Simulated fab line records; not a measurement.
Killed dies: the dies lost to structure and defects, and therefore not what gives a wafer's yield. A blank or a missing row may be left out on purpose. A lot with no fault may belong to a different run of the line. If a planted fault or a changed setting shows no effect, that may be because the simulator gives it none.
fab line records / flow sky130
record: lots: 13 wafers: 39 last-day: 50
route steps=708 shown NWELL@34 LI_CONTACT@377 CONTACT@422 METAL1@451
lots with no fault: from the same line, run without faults
start-h: hours from the record's first day to the start of the lot's first wafer shown / wait-h: hours from the lot's prior step to this one / " identical to the entry in the row above / L1.1+2: one row covering several wafers at once / - value missing, or start not given / * or withheld: withheld / < > ~ a bound
route shown NAME@n: a module of which the file shows steps, and the number in the route of the first / usual: mean/standard deviation taken from wafers without a fault / same: alike in all rows / chamber/n: place in a boat / sites: the reading at each site / _std_site: the values' standard deviation / _edge_site: mean of outer sites minus mean of inner sites / radius-mm: for every site, how far away it sits from the centre of the wafer / mask NAME#n: copy n / behind: the most recent tool/chamber to have shaped the wafer / hold: the reason the lot was held/the length of the hold in hours/how it ended / device: which transistor (n, p or np) failed to switch / end of line: at the end of the route, the tests of the same wafers / a step without rows: its recipe alone / killed: not the wafer's yield, but the dies lost to structure and defects at the first sort / map: the dies of a wafer, with x for killed, . for not killed, _ for no die there
set.NAME: the setting the step ran with; set.NAME@STEP: the setting that earlier step ran with / model.NAME: the simulator's own value behind a step, which no gauge read
steps of the route over a sample of lots; a table a step, a row a wafer
services: when a tool's chamber went out of use (start-h, in hours from the record's first day, below 0 if earlier), for how many hours, and the reason
== steps ==
step: SKY_NWELL_THK_MEAS_02
recipe: reads: SiO2_of_NWELL_OXIDATION_01
usual: NWELL_OXIDATION_THK: 10.01/0.19
lot.wafer=L648.2 tool=film-metro-02 chamber=- start-h=38.39 wait-h=0.0 NWELL_OXIDATION_THK[nm]=10.20
lot.wafer=L648.3 tool=film-metro-02 chamber=- start-h=38.39 wait-h=0.0 NWELL_OXIDATION_THK[nm]=10.27
lot.wafer=L648.6 tool=film-metro-02 chamber=- start-h=38.39 wait-h=0.0 NWELL_OXIDATION_THK[nm]=10.31
lot.wafer=L649.1 tool=film-metro-02 chamber=- start-h=44.03 wait-h=0.0 NWELL_OXIDATION_THK[nm]=9.93
lot.wafer=L649.3 tool=film-metro-02 chamber=- start-h=44.03 wait-h=0.0 NWELL_OXIDATION_THK[nm]=9.95
lot.wafer=L649.4 tool=film-metro-02 chamber=- start-h=44.03 wait-h=0.0 NWELL_OXIDATION_THK[nm]=10.08
lot.wafer=L656.1 tool=film-metro-01 chamber=- start-h=80.02 wait-h=0.0 NWELL_OXIDATION_THK[nm]=13.53
lot.wafer=L656.2 tool=film-metro-01 chamber=- start-h=80.02 wait-h=0.0 NWELL_OXIDATION_THK[nm]=13.48
lot.wafer=L656.5 tool=film-metro-01 chamber=- start-h=80.02 wait-h=0.0 NWELL_OXIDATION_THK[nm]=13.54
lot.wafer=L658.3 tool=film-metro-01 chamber=- start-h=90.29 wait-h=0.0 NWELL_OXIDATION_THK[nm]=13.83
lot.wafer=L658.4 tool=film-metro-01 chamber=- start-h=90.29 wait-h=0.0 NWELL_OXIDATION_THK[nm]=13.90
lot.wafer=L658.6 tool=film-metro-01 chamber=- start-h=90.29 wait-h=0.0 NWELL_OXIDATION_THK[nm]=13.88
lot.wafer=L662.1 tool=film-metro-04 chamber=- start-h=109.52 wait-h=0.0 NWELL_OXIDATION_THK[nm]=10.16
lot.wafer=L662.2 tool=film-metro-04 chamber=- start-h=109.52 wait-h=0.0 NWELL_OXIDATION_THK[nm]=10.08
lot.wafer=L662.4 tool=film-metro-04 chamber=- start-h=109.52 wait-h=0.0 NWELL_OXIDATION_THK[nm]=10.08
lot.wafer=L663.1 tool=film-metro-02 chamber=- start-h=114.95 wait-h=0.0 NWELL_OXIDATION_THK[nm]=10.10
lot.wafer=L663.2 tool=film-metro-02 chamber=- start-h=114.95 wait-h=0.0 NWELL_OXIDATION_THK[nm]=9.97
lot.wafer=L663.4 tool=film-metro-02 chamber=- start-h=114.95 wait-h=0.0 NWELL_OXIDATION_THK[nm]=10.03
lot.wafer=L664.2 tool=film-metro-02 chamber=- start-h=120.89 wait-h=0.0 NWELL_OXIDATION_THK[nm]=10.35
lot.wafer=L664.4 tool=film-metro-02 chamber=- start-h=120.89 wait-h=0.0 NWELL_OXIDATION_THK[nm]=10.31
lot.wafer=L664.6 tool=film-metro-02 chamber=- start-h=120.89 wait-h=0.0 NWELL_OXIDATION_THK[nm]=10.30
lot.wafer=L665.1 tool=film-metro-04 chamber=- start-h=128.05 wait-h=0.0 NWELL_OXIDATION_THK[nm]=10.32
lot.wafer=L665.3 tool=film-metro-04 chamber=- start-h=128.05 wait-h=0.0 NWELL_OXIDATION_THK[nm]=10.28
lot.wafer=L665.5 tool=film-metro-04 chamber=- start-h=128.05 wait-h=0.0 NWELL_OXIDATION_THK[nm]=10.20
lot.wafer=L666.2 tool=film-metro-04 chamber=- start-h=129.55 wait-h=0.0 NWELL_OXIDATION_THK[nm]=9.91
lot.wafer=L666.4 tool=film-metro-04 chamber=- start-h=129.55 wait-h=0.0 NWELL_OXIDATION_THK[nm]=10.12
lot.wafer=L666.5 tool=film-metro-04 chamber=- start-h=129.55 wait-h=0.0 NWELL_OXIDATION_THK[nm]=9.99
lot.wafer=L668.2 tool=film-metro-02 chamber=- start-h=139.43 wait-h=0.0 NWELL_OXIDATION_THK[nm]=9.93
lot.wafer=L668.4 tool=film-metro-02 chamber=- start-h=139.43 wait-h=0.0 NWELL_OXIDATION_THK[nm]=9.84
lot.wafer=L668.5 tool=film-metro-02 chamber=- start-h=139.43 wait-h=0.0 NWELL_OXIDATION_THK[nm]=9.74
lot.wafer=L669.1 tool=film-metro-04 chamber=- start-h=144.17 wait-h=0.0 NWELL_OXIDATION_THK[nm]=9.78
lot.wafer=L669.3 tool=film-metro-04 chamber=- start-h=144.17 wait-h=0.0 NWELL_OXIDATION_THK[nm]=9.83
lot.wafer=L669.5 tool=film-metro-04 chamber=- start-h=144.17 wait-h=0.0 NWELL_OXIDATION_THK[nm]=9.95
lot.wafer=L670.1 tool=film-metro-04 chamber=- start-h=149.31 wait-h=0.0 NWELL_OXIDATION_THK[nm]=9.89
lot.wafer=L670.3 tool=film-metro-04 chamber=- start-h=149.31 wait-h=0.0 NWELL_OXIDATION_THK[nm]=10.24
lot.wafer=L670.5 tool=film-metro-04 chamber=- start-h=149.31 wait-h=0.0 NWELL_OXIDATION_THK[nm]=9.89
lot.wafer=L671.1 tool=film-metro-04 chamber=- start-h=159.12 wait-h=0.0 NWELL_OXIDATION_THK[nm]=10.12
lot.wafer=L671.3 tool=film-metro-04 chamber=- start-h=159.12 wait-h=0.0 NWELL_OXIDATION_THK[nm]=10.09
lot.wafer=L671.4 tool=film-metro-04 chamber=- start-h=159.12 wait-h=0.0 NWELL_OXIDATION_THK[nm]=9.96
step: SKY_LI_CONTACT_ETCH_15
recipe: target: PSG chemistry: C4F8/O2/Ar stop-on: Si taper-deg: 4.15 mask-material: KrF-thick source-w: 1500 bias-w: 1200 pressure-mtorr: 40 c4f8-flow-sccm: withheld O2_flow_sccm: 6 Ar_flow_sccm: 300 time-s: withheld target-depth-a: 6000
usual: oes-product-au: 0.837/0.0044
lot.wafer=L648.2 tool=rie-diel-02 chamber=3 start-h=674.77 wait-h=0.0 oes-product-au=0.838
lot.wafer=L648.3 tool=rie-diel-02 chamber=1 start-h=674.77 wait-h=0.0 oes-product-au=0.841
lot.wafer=L648.6 tool=rie-diel-02 chamber=1 start-h=674.77 wait-h=0.0 oes-product-au=0.839
lot.wafer=L649.1 tool=rie-diel-01 chamber=2 start-h=676.33 wait-h=0.0 oes-product-au=0.847
lot.wafer=L649.3 tool=rie-diel-01 chamber=0 start-h=676.33 wait-h=0.0 oes-product-au=0.834
lot.wafer=L649.4 tool=rie-diel-01 chamber=3 start-h=676.33 wait-h=0.0 oes-product-au=0.840
lot.wafer=L658.3 tool=rie-diel-02 chamber=0 start-h=781.26 wait-h=0.0 oes-product-au=0.826
lot.wafer=L658.4 tool=rie-diel-02 chamber=2 start-h=781.26 wait-h=0.0 oes-product-au=0.844
lot.wafer=L658.6 tool=rie-diel-02 chamber=1 start-h=781.26 wait-h=0.0 oes-product-au=0.834
lot.wafer=L656.1 tool=rie-diel-01 chamber=0 start-h=781.28 wait-h=0.0 oes-product-au=0.837
lot.wafer=L656.2 tool=rie-diel-01 chamber=1 start-h=781.28 wait-h=0.0 oes-product-au=0.833
lot.wafer=L656.5 tool=rie-diel-01 chamber=1 start-h=781.28 wait-h=0.0 oes-product-au=0.835
lot.wafer=L662.1 tool=rie-diel-02 chamber=0 start-h=787.20 wait-h=0.0 oes-product-au=0.839
lot.wafer=L662.2 tool=rie-diel-02 chamber=1 start-h=787.20 wait-h=0.0 oes-product-au=0.847
lot.wafer=L662.4 tool=rie-diel-02 chamber=3 start-h=787.20 wait-h=0.0 oes-product-au=0.833
lot.wafer=L663.1 tool=rie-diel-01 chamber=2 start-h=788.53 wait-h=0.0 oes-product-au=0.834
lot.wafer=L663.2 tool=rie-diel-01 chamber=0 start-h=788.53 wait-h=0.0 oes-product-au=0.829
lot.wafer=L663.4 tool=rie-diel-01 chamber=1 start-h=788.53 wait-h=0.0 oes-product-au=0.839
lot.wafer=L664.2 tool=rie-diel-02 chamber=1 start-h=802.08 wait-h=0.0 oes-product-au=0.835
lot.wafer=L664.4 tool=rie-diel-02 chamber=3 start-h=802.08 wait-h=0.0 oes-product-au=0.833
lot.wafer=L664.6 tool=rie-diel-02 chamber=0 start-h=802.08 wait-h=0.0 oes-product-au=0.840
lot.wafer=L665.1 tool=rie-diel-03 chamber=0 start-h=803.13 wait-h=0.0 oes-product-au=0.837
lot.wafer=L665.3 tool=rie-diel-03 chamber=2 start-h=803.13 wait-h=0.0 oes-product-au=0.842
lot.wafer=L665.5 tool=rie-diel-03 chamber=2 start-h=803.13 wait-h=0.0 oes-product-au=0.838
lot.wafer=L666.2 tool=rie-diel-01 chamber=2 start-h=807.35 wait-h=0.0 oes-product-au=0.836
lot.wafer=L666.4 tool=rie-diel-01 chamber=0 start-h=807.35 wait-h=0.0 oes-product-au=0.832
lot.wafer=L666.5 tool=rie-diel-01 chamber=3 start-h=807.35 wait-h=0.0 oes-product-au=0.844
lot.wafer=L668.2 tool=rie-diel-02 chamber=2 start-h=822.88 wait-h=0.0 oes-product-au=0.830
lot.wafer=L668.4 tool=rie-diel-02 chamber=3 start-h=822.88 wait-h=0.0 oes-product-au=0.842
lot.wafer=L668.5 tool=rie-diel-02 chamber=1 start-h=822.88 wait-h=0.0 oes-product-au=0.835
lot.wafer=L669.1 tool=rie-diel-02 chamber=2 start-h=829.53 wait-h=0.0 oes-product-au=0.844
lot.wafer=L669.3 tool=rie-diel-02 chamber=3 start-h=829.53 wait-h=0.0 oes-product-au=0.833
lot.wafer=L669.5 tool=rie-diel-02 chamber=2 start-h=829.53 wait-h=0.0 oes-product-au=0.844
lot.wafer=L670.1 tool=rie-diel-01 chamber=0 start-h=866.54 wait-h=0.0 oes-product-au=0.839
lot.wafer=L670.3 tool=rie-diel-01 chamber=1 start-h=866.54 wait-h=0.0 oes-product-au=0.837
lot.wafer=L670.5 tool=rie-diel-01 chamber=1 start-h=866.54 wait-h=0.0 oes-product-au=0.836
lot.wafer=L671.1 tool=rie-diel-03 chamber=2 start-h=866.86 wait-h=0.0 oes-product-au=0.831
lot.wafer=L671.3 tool=rie-diel-03 chamber=1 start-h=866.86 wait-h=0.0 oes-product-au=0.840
lot.wafer=L671.4 tool=rie-diel-03 chamber=3 start-h=866.86 wait-h=0.0 oes-product-au=0.838
step: SKY_CONTACT_ETCH_16
recipe: chemistry: N2/H2 target: BARC ion-energy-ev: 200 source-w: 500 bias-w: 100 pressure-mtorr: 30 n2-flow-sccm: 100 h2-flow-sccm: 200 stop-on: SiO2 time-s: 45.9 target-depth-a: 600
usual: drypump-motor-current-A: 5.6/0.52 oes-product-au: 0.855/0.0048 throttle-valve-pct: 13.225/0.0092
lot.wafer=L648.2 tool=rie-diel-03 chamber=1 start-h=733.57 wait-h=0.0 drypump-motor-current-A=5.1 oes-product-au=0.853 rf-hours-counter-h=10 throttle-valve-pct=13.220
lot.wafer=L648.3 tool=rie-diel-03 chamber=0 start-h=733.57 wait-h=0.0 drypump-motor-current-A=5.6 oes-product-au=0.852 rf-hours-counter-h=36 throttle-valve-pct=13.225
lot.wafer=L648.6 tool=rie-diel-03 chamber=0 start-h=733.57 wait-h=0.0 drypump-motor-current-A=5.7 oes-product-au=0.855 rf-hours-counter-h=- throttle-valve-pct=13.233
lot.wafer=L649.1 tool=rie-diel-04 chamber=0 start-h=735.12 wait-h=0.0 drypump-motor-current-A=4.8 oes-product-au=0.859 rf-hours-counter-h=15 throttle-valve-pct=13.226
lot.wafer=L649.3 tool=rie-diel-04 chamber=1 start-h=735.12 wait-h=0.0 drypump-motor-current-A=5.6 oes-product-au=0.855 rf-hours-counter-h=5 throttle-valve-pct=13.214
lot.wafer=L649.4 tool=rie-diel-04 chamber=3 start-h=735.12 wait-h=0.0 drypump-motor-current-A=5.3 oes-product-au=0.859 rf-hours-counter-h=13 throttle-valve-pct=13.233
lot.wafer=L656.1 tool=rie-diel-04 chamber=2 start-h=836.36 wait-h=0.0 drypump-motor-current-A=6.4 oes-product-au=0.842 rf-hours-counter-h=16 throttle-valve-pct=13.220
lot.wafer=L656.2 tool=rie-diel-04 chamber=1 start-h=836.36 wait-h=0.0 drypump-motor-current-A=5.6 oes-product-au=0.858 rf-hours-counter-h=8 throttle-valve-pct=13.217
lot.wafer=L656.5 tool=rie-diel-04 chamber=1 start-h=836.36 wait-h=0.0 drypump-motor-current-A=5.6 oes-product-au=0.852 rf-hours-counter-h=- throttle-valve-pct=13.227
lot.wafer=L658.3 tool=rie-diel-02 chamber=0 start-h=836.71 wait-h=0.0 drypump-motor-current-A=6.6 oes-product-au=0.860 rf-hours-counter-h=11 throttle-valve-pct=13.228
lot.wafer=L658.4 tool=rie-diel-02 chamber=2 start-h=836.71 wait-h=0.0 drypump-motor-current-A=4.8 oes-product-au=0.854 rf-hours-counter-h=16 throttle-valve-pct=13.239
lot.wafer=L658.6 tool=rie-diel-02 chamber=2 start-h=836.71 wait-h=0.0 drypump-motor-current-A=4.8 oes-product-au=0.853 rf-hours-counter-h=- throttle-valve-pct=13.238
lot.wafer=L662.1 tool=rie-diel-04 chamber=2 start-h=842.57 wait-h=0.0 drypump-motor-current-A=6.4 oes-product-au=0.844 rf-hours-counter-h=16 throttle-valve-pct=13.232
lot.wafer=L662.2 tool=rie-diel-04 chamber=1 start-h=842.57 wait-h=0.0 drypump-motor-current-A=5.6 oes-product-au=0.856 rf-hours-counter-h=9 throttle-valve-pct=13.228
lot.wafer=L662.4 tool=rie-diel-04 chamber=3 start-h=842.57 wait-h=0.0 drypump-motor-current-A=5.2 oes-product-au=0.847 rf-hours-counter-h=16 throttle-valve-pct=13.226
lot.wafer=L663.1 tool=rie-diel-02 chamber=2 start-h=843.16 wait-h=0.0 drypump-motor-current-A=4.8 oes-product-au=0.858 rf-hours-counter-h=16 throttle-valve-pct=13.238
lot.wafer=L663.2 tool=rie-diel-02 chamber=0 start-h=843.16 wait-h=0.0 drypump-motor-current-A=6.6 oes-product-au=0.858 rf-hours-counter-h=11 throttle-valve-pct=13.235
lot.wafer=L663.4 tool=rie-diel-02 chamber=3 start-h=843.16 wait-h=0.0 drypump-motor-current-A=5.8 oes-product-au=0.850 rf-hours-counter-h=16 throttle-valve-pct=13.213
lot.wafer=L664.2 tool=rie-diel-03 chamber=2 start-h=857.56 wait-h=0.0 drypump-motor-current-A=5.8 oes-product-au=0.855 rf-hours-counter-h=15 throttle-valve-pct=13.220
lot.wafer=L664.4 tool=rie-diel-03 chamber=1 start-h=857.56 wait-h=0.0 drypump-motor-current-A=5.2 oes-product-au=0.855 rf-hours-counter-h=- throttle-valve-pct=13.240
lot.wafer=L664.6 tool=rie-diel-03 chamber=0 start-h=857.56 wait-h=0.0 drypump-motor-current-A=5.7 oes-product-au=0.845 rf-hours-counter-h=- throttle-valve-pct=13.238
lot.wafer=L665.1 tool=rie-diel-04 chamber=1 start-h=858.72 wait-h=0.0 drypump-motor-current-A=5.6 oes-product-au=0.853 rf-hours-counter-h=9 throttle-valve-pct=13.217
lot.wafer=L665.3 tool=rie-diel-04 chamber=0 start-h=858.72 wait-h=0.0 drypump-motor-current-A=4.9 oes-product-au=0.855 rf-hours-counter-h=19 throttle-valve-pct=13.220
lot.wafer=L665.5 tool=rie-diel-04 chamber=1 start-h=858.72 wait-h=0.0 drypump-motor-current-A=5.6 oes-product-au=0.857 rf-hours-counter-h=- throttle-valve-pct=13.224
lot.wafer=L666.2 tool=rie-diel-04 chamber=2 start-h=862.92 wait-h=0.0 drypump-motor-current-A=6.4 oes-product-au=0.859 rf-hours-counter-h=17 throttle-valve-pct=13.231
lot.wafer=L666.4 tool=rie-diel-04 chamber=0 start-h=862.92 wait-h=0.0 drypump-motor-current-A=4.8 oes-product-au=0.856 rf-hours-counter-h=19 throttle-valve-pct=13.233
lot.wafer=L666.5 tool=rie-diel-04 chamber=0 start-h=862.92 wait-h=0.0 drypump-motor-current-A=4.9 oes-product-au=0.860 rf-hours-counter-h=- throttle-valve-pct=13.218
lot.wafer=L668.2 tool=rie-diel-03 chamber=3 start-h=876.92 wait-h=0.0 drypump-motor-current-A=6.2 oes-product-au=0.858 rf-hours-counter-h=1 throttle-valve-pct=13.216
lot.wafer=L668.4 tool=rie-diel-03 chamber=0 start-h=876.92 wait-h=0.0 drypump-motor-current-A=5.7 oes-product-au=0.864 rf-hours-counter-h=2 throttle-valve-pct=13.220
lot.wafer=L668.5 tool=rie-diel-03 chamber=3 start-h=876.92 wait-h=0.0 drypump-motor-current-A=6.2 oes-product-au=0.854 rf-hours-counter-h=- throttle-valve-pct=13.230
lot.wafer=L669.1 tool=rie-diel-03 chamber=3 start-h=883.17 wait-h=0.0 drypump-motor-current-A=6.2 oes-product-au=0.861 rf-hours-counter-h=1 throttle-valve-pct=13.232
lot.wafer=L669.3 tool=rie-diel-03 chamber=0 start-h=883.17 wait-h=0.0 drypump-motor-current-A=5.6 oes-product-au=0.853 rf-hours-counter-h=2 throttle-valve-pct=13.224
lot.wafer=L669.5 tool=rie-diel-03 chamber=0 start-h=883.17 wait-h=0.0 drypump-motor-current-A=5.6 oes-product-au=0.854 rf-hours-counter-h=- throttle-valve-pct=13.224
lot.wafer=L670.1 tool=rie-diel-03 chamber=3 start-h=921.36 wait-h=0.0 drypump-motor-current-A=6.2 oes-product-au=0.850 rf-hours-counter-h=2 throttle-valve-pct=13.220
lot.wafer=L670.3 tool=rie-diel-03 chamber=2 start-h=921.36 wait-h=0.0 drypump-motor-current-A=5.8 oes-product-au=0.863 rf-hours-counter-h=17 throttle-valve-pct=13.207
lot.wafer=L670.5 tool=rie-diel-03 chamber=0 start-h=921.36 wait-h=0.0 drypump-motor-current-A=5.6 oes-product-au=0.851 rf-hours-counter-h=- throttle-valve-pct=13.204
lot.wafer=L671.1 tool=rie-diel-02 chamber=1 start-h=921.72 wait-h=0.0 drypump-motor-current-A=5.5 oes-product-au=0.857 rf-hours-counter-h=14 throttle-valve-pct=13.205
lot.wafer=L671.3 tool=rie-diel-02 chamber=0 start-h=921.72 wait-h=0.0 drypump-motor-current-A=6.6 oes-product-au=0.858 rf-hours-counter-h=13 throttle-valve-pct=13.227
lot.wafer=L671.4 tool=rie-diel-02 chamber=3 start-h=921.72 wait-h=0.0 drypump-motor-current-A=5.8 oes-product-au=0.853 rf-hours-counter-h=18 throttle-valve-pct=13.233
step: SKY_METAL1_DESCUM_17
recipe: chemistry: O2 source-power-w: 150 bias-power-w: 0 pressure-mtorr: 10 temp-c: 40 time-s: 8
usual: drypump-motor-current-A: 5.8/0.67 oes-product-au: 1.001/0.015
lot.wafer=L648.2 tool=rie-metal-01 chamber=1 start-h=761.84 wait-h=0.0 drypump-motor-current-A=4.8 oes-product-au=0.976 rf-hours-counter-h=5
lot.wafer=L648.3 tool=rie-metal-01 chamber=0 start-h=761.84 wait-h=0.0 drypump-motor-current-A=6.8 oes-product-au=0.991 rf-hours-counter-h=-
lot.wafer=L648.6 tool=rie-metal-01 chamber=1 start-h=761.84 wait-h=0.0 drypump-motor-current-A=4.7 oes-product-au=0.987 rf-hours-counter-h=-
lot.wafer=L649.1 tool=rie-metal-03 chamber=1 start-h=762.72 wait-h=0.0 drypump-motor-current-A=6.0 oes-product-au=1.000 rf-hours-counter-h=14
lot.wafer=L649.3 tool=rie-metal-03 chamber=1 start-h=762.72 wait-h=0.0 drypump-motor-current-A=6.0 oes-product-au=1.008 rf-hours-counter-h=-
lot.wafer=L649.4 tool=rie-metal-03 chamber=0 start-h=762.72 wait-h=0.0 drypump-motor-current-A=6.0 oes-product-au=1.025 rf-hours-counter-h=-
lot.wafer=L656.1 tool=rie-metal-01 chamber=0 start-h=863.92 wait-h=0.0 drypump-motor-current-A=6.8 oes-product-au=0.998 rf-hours-counter-h=4
lot.wafer=L656.2 tool=rie-metal-01 chamber=1 start-h=863.92 wait-h=0.0 drypump-motor-current-A=4.8 oes-product-au=0.998 rf-hours-counter-h=8
lot.wafer=L656.5 tool=rie-metal-01 chamber=0 start-h=863.92 wait-h=0.0 drypump-motor-current-A=6.8 oes-product-au=0.998 rf-hours-counter-h=-
lot.wafer=L658.3 tool=rie-metal-04 chamber=0 start-h=864.98 wait-h=0.0 drypump-motor-current-A=6.0 oes-product-au=0.990 rf-hours-counter-h=-
lot.wafer=L658.4 tool=rie-metal-04 chamber=1 start-h=864.98 wait-h=0.0 drypump-motor-current-A=4.8 oes-product-au=0.994 rf-hours-counter-h=-
lot.wafer=L658.6 tool=rie-metal-04 chamber=1 start-h=864.98 wait-h=0.0 drypump-motor-current-A=4.8 oes-product-au=0.998 rf-hours-counter-h=-
lot.wafer=L662.1 tool=rie-metal-01 chamber=0 start-h=870.39 wait-h=0.0 drypump-motor-current-A=6.8 oes-product-au=1.001 rf-hours-counter-h=4
lot.wafer=L662.2 tool=rie-metal-01 chamber=1 start-h=870.39 wait-h=0.0 drypump-motor-current-A=4.8 oes-product-au=0.989 rf-hours-counter-h=9
lot.wafer=L662.4 tool=rie-metal-01 chamber=1 start-h=870.39 wait-h=0.0 drypump-motor-current-A=4.8 oes-product-au=0.987 rf-hours-counter-h=-
lot.wafer=L663.1 tool=rie-metal-04 chamber=0 start-h=870.77 wait-h=0.0 drypump-motor-current-A=6.0 oes-product-au=0.989 rf-hours-counter-h=5
lot.wafer=L663.2 tool=rie-metal-04 chamber=1 start-h=870.77 wait-h=0.0 drypump-motor-current-A=4.8 oes-product-au=1.010 rf-hours-counter-h=16
lot.wafer=L663.4 tool=rie-metal-04 chamber=1 start-h=870.77 wait-h=0.0 drypump-motor-current-A=4.8 oes-product-au=1.009 rf-hours-counter-h=-
lot.wafer=L664.2 tool=rie-metal-03 chamber=1 start-h=884.84 wait-h=0.0 drypump-motor-current-A=6.0 oes-product-au=1.022 rf-hours-counter-h=3
lot.wafer=L664.4 tool=rie-metal-03 chamber=0 start-h=884.84 wait-h=0.0 drypump-motor-current-A=6.0 oes-product-au=1.012 rf-hours-counter-h=-
lot.wafer=L664.6 tool=rie-metal-03 chamber=1 start-h=884.84 wait-h=0.0 drypump-motor-current-A=6.0 oes-product-au=1.014 rf-hours-counter-h=-
lot.wafer=L665.1 tool=rie-metal-03 chamber=1 start-h=886.12 wait-h=0.0 drypump-motor-current-A=6.1 oes-product-au=1.024 rf-hours-counter-h=3
lot.wafer=L665.3 tool=rie-metal-03 chamber=1 start-h=886.12 wait-h=0.0 drypump-motor-current-A=6.1 oes-product-au=1.028 rf-hours-counter-h=-
lot.wafer=L665.5 tool=rie-metal-03 chamber=0 start-h=886.12 wait-h=0.0 drypump-motor-current-A=6.0 oes-product-au=1.019 rf-hours-counter-h=-
lot.wafer=L666.2 tool=rie-metal-03 chamber=0 start-h=890.37 wait-h=0.0 drypump-motor-current-A=6.0 oes-product-au=1.027 rf-hours-counter-h=15
lot.wafer=L666.4 tool=rie-metal-03 chamber=0 start-h=890.37 wait-h=0.0 drypump-motor-current-A=6.0 oes-product-au=1.010 rf-hours-counter-h=-
lot.wafer=L666.5 tool=rie-metal-03 chamber=1 start-h=890.37 wait-h=0.0 drypump-motor-current-A=6.0 oes-product-au=1.021 rf-hours-counter-h=-
lot.wafer=L668.2 tool=rie-metal-03 chamber=0 start-h=904.47 wait-h=0.0 drypump-motor-current-A=6.0 oes-product-au=1.017 rf-hours-counter-h=17
lot.wafer=L668.4 tool=rie-metal-03 chamber=0 start-h=904.47 wait-h=0.0 drypump-motor-current-A=6.0 oes-product-au=1.014 rf-hours-counter-h=-
lot.wafer=L668.5 tool=rie-metal-03 chamber=0 start-h=904.47 wait-h=0.0 drypump-motor-current-A=6.0 oes-product-au=1.021 rf-hours-counter-h=-
lot.wafer=L669.1 tool=rie-metal-04 chamber=1 start-h=910.47 wait-h=0.0 drypump-motor-current-A=4.8 oes-product-au=0.988 rf-hours-counter-h=16
lot.wafer=L669.3 tool=rie-metal-04 chamber=1 start-h=910.47 wait-h=0.0 drypump-motor-current-A=4.8 oes-product-au=1.002 rf-hours-counter-h=-
lot.wafer=L669.5 tool=rie-metal-04 chamber=1 start-h=910.47 wait-h=0.0 drypump-motor-current-A=4.8 oes-product-au=0.995 rf-hours-counter-h=-
lot.wafer=L670.1 tool=rie-metal-04 chamber=0 start-h=947.79 wait-h=0.0 drypump-motor-current-A=5.9 oes-product-au=0.988 rf-hours-counter-h=7
lot.wafer=L670.3 tool=rie-metal-04 chamber=0 start-h=947.79 wait-h=0.0 drypump-motor-current-A=6.0 oes-product-au=0.981 rf-hours-counter-h=-
lot.wafer=L670.5 tool=rie-metal-04 chamber=0 start-h=947.79 wait-h=0.0 drypump-motor-current-A=6.0 oes-product-au=0.976 rf-hours-counter-h=-
lot.wafer=L671.1 tool=rie-metal-03 chamber=0 start-h=947.97 wait-h=0.0 drypump-motor-current-A=6.0 oes-product-au=1.025 rf-hours-counter-h=19
lot.wafer=L671.3 tool=rie-metal-03 chamber=1 start-h=947.97 wait-h=0.0 drypump-motor-current-A=6.0 oes-product-au=1.011 rf-hours-counter-h=-
lot.wafer=L671.4 tool=rie-metal-03 chamber=0 start-h=947.97 wait-h=0.0 drypump-motor-current-A=6.0 oes-product-au=1.015 rf-hours-counter-h=-
== services ==
tool=rie-diel-02 chamber=0 start-h=654.50 hours=2.7 kind=repair
tool=rie-diel-01 chamber=3 start-h=656.91 hours=1.6 kind=repair
tool=rie-diel-04 chamber=1 start-h=676.52 hours=6.5 kind=repair
tool=rie-metal-03 chamber=- start-h=701.40 hours=2.3 kind=repair
tool=rie-diel-04 chamber=- start-h=714.27 hours=2.8 kind=pm
tool=rie-diel-02 chamber=1 start-h=715.12 hours=1.6 kind=repair
tool=rie-diel-02 chamber=1 start-h=720.66 hours=4.8 kind=repair
tool=rie-diel-02 chamber=3 start-h=735.22 hours=14.9 kind=repair
tool=rie-diel-02 chamber=- start-h=742.64 hours=0.2 kind=repair
tool=rie-diel-02 chamber=2 start-h=747.85 hours=16.3 kind=repair
tool=rie-diel-03 chamber=1 start-h=760.77 hours=16.6 kind=repair
tool=rie-diel-01 chamber=2 start-h=770.39 hours=16.4 kind=repair
tool=rie-diel-04 chamber=0 start-h=795.33 hours=1.7 kind=repair
tool=rie-diel-01 chamber=3 start-h=812.25 hours=5.1 kind=repair
tool=rie-diel-03 chamber=3 start-h=833.61 hours=2.1 kind=repair
tool=rie-metal-03 chamber=- start-h=850.76 hours=2.8 kind=pm
tool=rie-diel-02 chamber=2 start-h=856.45 hours=7.7 kind=repair
tool=rie-diel-02 chamber=1 start-h=871.51 hours=3.8 kind=repair
tool=rie-diel-02 chamber=0 start-h=874.75 hours=11.2 kind=repair
tool=rie-diel-04 chamber=- start-h=885.99 hours=0.4 kind=repair
tool=rie-diel-02 chamber=0 start-h=888.06 hours=4.5 kind=repair
tool=rie-metal-03 chamber=0 start-h=909.41 hours=6.1 kind=repair
tool=rie-diel-01 chamber=- start-h=928.92 hours=14.6 kind=pm
tool=rie-diel-03 chamber=- start-h=931.74 hours=0.6 kind=repair
== key ==
first-sign: step: SKY_NWELL_THK_MEAS_02 reading: NWELL_OXIDATION_THK direction: up sigmas: 20 usual: 10.01 struck: 13.70
effect none on later readings
met-at SKY_NWELL_THK_MEAS_02
struck-lots L656,L658
tester-left-out L656,L658
not-acting-at SKY_LI_CONTACT_ETCH_15,SKY_CONTACT_ETCH_16,SKY_METAL1_DESCUM_17
fault: kind: metrology-matching-offset tool: film-metro-01 chamber: - onset-h: 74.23 steps: SKY_NWELL_THK_MEAS_02 param: thk-nm offset: 3.7686
tester-left-out: of these lots the tester's yield and bins aren't shown, on N5 and GAA mostly nor the transistor test; their killed dies are dies lost to structure and defects alone, not to doping, threshold or leakage, so they don't give the yield
